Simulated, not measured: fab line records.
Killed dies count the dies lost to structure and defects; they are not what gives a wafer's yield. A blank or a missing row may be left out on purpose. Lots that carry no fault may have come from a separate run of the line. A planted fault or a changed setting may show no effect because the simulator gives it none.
Split-lot experiment :: flow sky130 :: route with 708 steps; 5 lots, 23 wafers read

THE SPLIT
At SKY_VT_ADJUST_NCORE_COAT_02 (resist thk 1140 nm), the setting resistThkNm was moved away from the recipe's 1140 nm on 6 of the 23 wafers read, by +2.5% to +4.2%. This setting was run at the recipe's value on the other wafers.

The reading comes from the split's own step.

THE READING
NOVOLAK_of_VT_ADJUST_NCORE_COAT_02.thkNm (the simulator's own value, which no gauge read), in nm, at SKY_VT_ADJUST_NCORE_COAT_02 (resist thk 1140 nm). No usual value for it is given in the file. Here, 17 wafers ran the recipe; their average is 1138 nm with a standard deviation of 3.9 nm.

wafer: L076.1
tool, chamber at the split: lithoTrack-04, 0
resistThkNm as run, nm: 1140
against the recipe: recipe
NOVOLAK_of_VT_ADJUST_NCORE_COAT_02.thkNm, nm: 1135
against lot-mates on the recipe: -

wafer: L076.5
tool, chamber at the split: lithoTrack-04, 0
resistThkNm as run, nm: 1140
against the recipe: recipe
NOVOLAK_of_VT_ADJUST_NCORE_COAT_02.thkNm, nm: 1135
against lot-mates on the recipe: -

wafer: L076.2
tool, chamber at the split: lithoTrack-04, 0
resistThkNm as run, nm: 1140
against the recipe: recipe
NOVOLAK_of_VT_ADJUST_NCORE_COAT_02.thkNm, nm: 1134
against lot-mates on the recipe: -

wafer: L076.3
tool, chamber at the split: lithoTrack-04, 0
resistThkNm as run, nm: 1140
against the recipe: recipe
NOVOLAK_of_VT_ADJUST_NCORE_COAT_02.thkNm, nm: 1133
against lot-mates on the recipe: -

wafer: L076.6
tool, chamber at the split: lithoTrack-04, 0
resistThkNm as run, nm: 1140
against the recipe: recipe
NOVOLAK_of_VT_ADJUST_NCORE_COAT_02.thkNm, nm: 1133
against lot-mates on the recipe: -

wafer: L078.1
tool, chamber at the split: lithoTrack-01, 0
resistThkNm as run, nm: 1140
against the recipe: recipe
NOVOLAK_of_VT_ADJUST_NCORE_COAT_02.thkNm, nm: 1141
against lot-mates on the recipe: -

wafer: L078.3
tool, chamber at the split: lithoTrack-01, 0
resistThkNm as run, nm: 1140
against the recipe: recipe
NOVOLAK_of_VT_ADJUST_NCORE_COAT_02.thkNm, nm: 1143
against lot-mates on the recipe: -

wafer: L078.4
tool, chamber at the split: lithoTrack-01, 0
resistThkNm as run, nm: 1140
against the recipe: recipe
NOVOLAK_of_VT_ADJUST_NCORE_COAT_02.thkNm, nm: 1143
against lot-mates on the recipe: -

wafer: L078.5
tool, chamber at the split: lithoTrack-01, 0
resistThkNm as run, nm: 1140
against the recipe: recipe
NOVOLAK_of_VT_ADJUST_NCORE_COAT_02.thkNm, nm: 1139
against lot-mates on the recipe: -

wafer: L078.6
tool, chamber at the split: lithoTrack-01, 0
resistThkNm as run, nm: 1140
against the recipe: recipe
NOVOLAK_of_VT_ADJUST_NCORE_COAT_02.thkNm, nm: 1142
against lot-mates on the recipe: -

wafer: L081.4
tool, chamber at the split: lithoTrack-01, 0
resistThkNm as run, nm: 1140
against the recipe: recipe
NOVOLAK_of_VT_ADJUST_NCORE_COAT_02.thkNm, nm: 1140
against lot-mates on the recipe: -

wafer: L081.5
tool, chamber at the split: lithoTrack-01, 0
resistThkNm as run, nm: 1140
against the recipe: recipe
NOVOLAK_of_VT_ADJUST_NCORE_COAT_02.thkNm, nm: 1139
against lot-mates on the recipe: -

wafer: L081.6
tool, chamber at the split: lithoTrack-01, 0
resistThkNm as run, nm: 1140
against the recipe: recipe
NOVOLAK_of_VT_ADJUST_NCORE_COAT_02.thkNm, nm: 1142
against lot-mates on the recipe: -

wafer: L083.1
tool, chamber at the split: lithoTrack-04, 0
resistThkNm as run, nm: 1169
against the recipe: +2.5%
NOVOLAK_of_VT_ADJUST_NCORE_COAT_02.thkNm, nm: 1161
against lot-mates on the recipe: +27

wafer: L083.2
tool, chamber at the split: lithoTrack-04, 0
resistThkNm as run, nm: 1140
against the recipe: recipe
NOVOLAK_of_VT_ADJUST_NCORE_COAT_02.thkNm, nm: 1134
against lot-mates on the recipe: -

wafer: L083.3
tool, chamber at the split: lithoTrack-04, 0
resistThkNm as run, nm: 1140
against the recipe: recipe
NOVOLAK_of_VT_ADJUST_NCORE_COAT_02.thkNm, nm: 1134
against lot-mates on the recipe: -

wafer: L083.4
tool, chamber at the split: lithoTrack-04, 0
resistThkNm as run, nm: 1169
against the recipe: +2.5%
NOVOLAK_of_VT_ADJUST_NCORE_COAT_02.thkNm, nm: 1162
against lot-mates on the recipe: +28

wafer: L083.5
tool, chamber at the split: lithoTrack-04, 0
resistThkNm as run, nm: 1169
against the recipe: +2.5%
NOVOLAK_of_VT_ADJUST_NCORE_COAT_02.thkNm, nm: 1164
against lot-mates on the recipe: +30

wafer: L084.1
tool, chamber at the split: lithoTrack-02, 0
resistThkNm as run, nm: 1188
against the recipe: +4.2%
NOVOLAK_of_VT_ADJUST_NCORE_COAT_02.thkNm, nm: 1192
against lot-mates on the recipe: +49

wafer: L084.4
tool, chamber at the split: lithoTrack-02, 0
resistThkNm as run, nm: 1188
against the recipe: +4.2%
NOVOLAK_of_VT_ADJUST_NCORE_COAT_02.thkNm, nm: 1192
against lot-mates on the recipe: +49

wafer: L084.2
tool, chamber at the split: lithoTrack-02, 0
resistThkNm as run, nm: 1140
against the recipe: recipe
NOVOLAK_of_VT_ADJUST_NCORE_COAT_02.thkNm, nm: 1144
against lot-mates on the recipe: -

wafer: L084.3
tool, chamber at the split: lithoTrack-02, 0
resistThkNm as run, nm: 1140
against the recipe: recipe
NOVOLAK_of_VT_ADJUST_NCORE_COAT_02.thkNm, nm: 1142
against lot-mates on the recipe: -

wafer: L084.5
tool, chamber at the split: lithoTrack-02, 0
resistThkNm as run, nm: 1188
against the recipe: +4.2%
NOVOLAK_of_VT_ADJUST_NCORE_COAT_02.thkNm, nm: 1191
against lot-mates on the recipe: +48

FIT RESULTS
A straight line over all 23 wafers: NOVOLAK_of_VT_ADJUST_NCORE_COAT_02.thkNm changes by +11.9 nm for each +1% of resistThkNm; r = +0.97; the points scatter about the line by 4.4 nm.
The same after taking each lot's own level away (the mean of its wafers on the recipe; 23 wafers): +11.5 nm for each +1%; r = +1.00; scatter 1.2 nm.
That fit puts the effect of the largest move of resistThkNm on the reading at 48 nm.
Across the lots, their own levels run from 1134.0 to 1143.0 nm, a range of 2.3 times the standard deviation given above.
The two slopes are in agreement: the lot-to-lot level therefore moves the slope only a little.
Check: +47.9 nm against its lot-mates is what the line predicts for one of the wafers moved furthest among these (+4.2%) when that wafer is left out of the fit. It came out at +49 nm against them.

OTHER SPLITS APPLIED TO THESE WAFERS
Note: prior to the reading, these wafers also went through further splits. Each is held against what the fit with the lots' levels taken away leaves over:
other split on the same wafers: SKY_NWELL_COAT_05 resistThkNm
wafers away from the commonest value: 7
r with NOVOLAK_of_VT_ADJUST_NCORE_COAT_02.thkNm (lot level and that fit taken away): -0.42

other split on the same wafers: SKY_NWELL_EXPOSE_07 doseMj
wafers away from the commonest value: 7
r with NOVOLAK_of_VT_ADJUST_NCORE_COAT_02.thkNm (lot level and that fit taken away): -0.10

other split on the same wafers: SKY_VT_ADJUST_HVTP_STRIP_10 pressureMtorr
wafers away from the commonest value: 10
r with NOVOLAK_of_VT_ADJUST_NCORE_COAT_02.thkNm (lot level and that fit taken away): +0.04

THE WHOLE CHAIN: every reading that the file lists as answering this split, in the file's order
step: SKY_VT_ADJUST_NCORE_COAT_02
what it does: resist thk 1140 nm
reading: NOVOLAK_of_VT_ADJUST_NCORE_COAT_02.thkNm (the simulator's own value, which no gauge read)
change (the file's fit): +11.5 nm for each +1% of the setting
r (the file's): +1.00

step: SKY_VT_ADJUST_NCORE_STRIP_10
what it does: strips in O2/N2
reading: stripTimeToEndpointS
change (the file's fit): withheld for each +1% of the setting
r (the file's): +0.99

THE FILE'S OWN FIT
NOVOLAK_of_VT_ADJUST_NCORE_COAT_02.thkNm changes by +11.5 nm for each +1% of resistThkNm, r = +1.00.
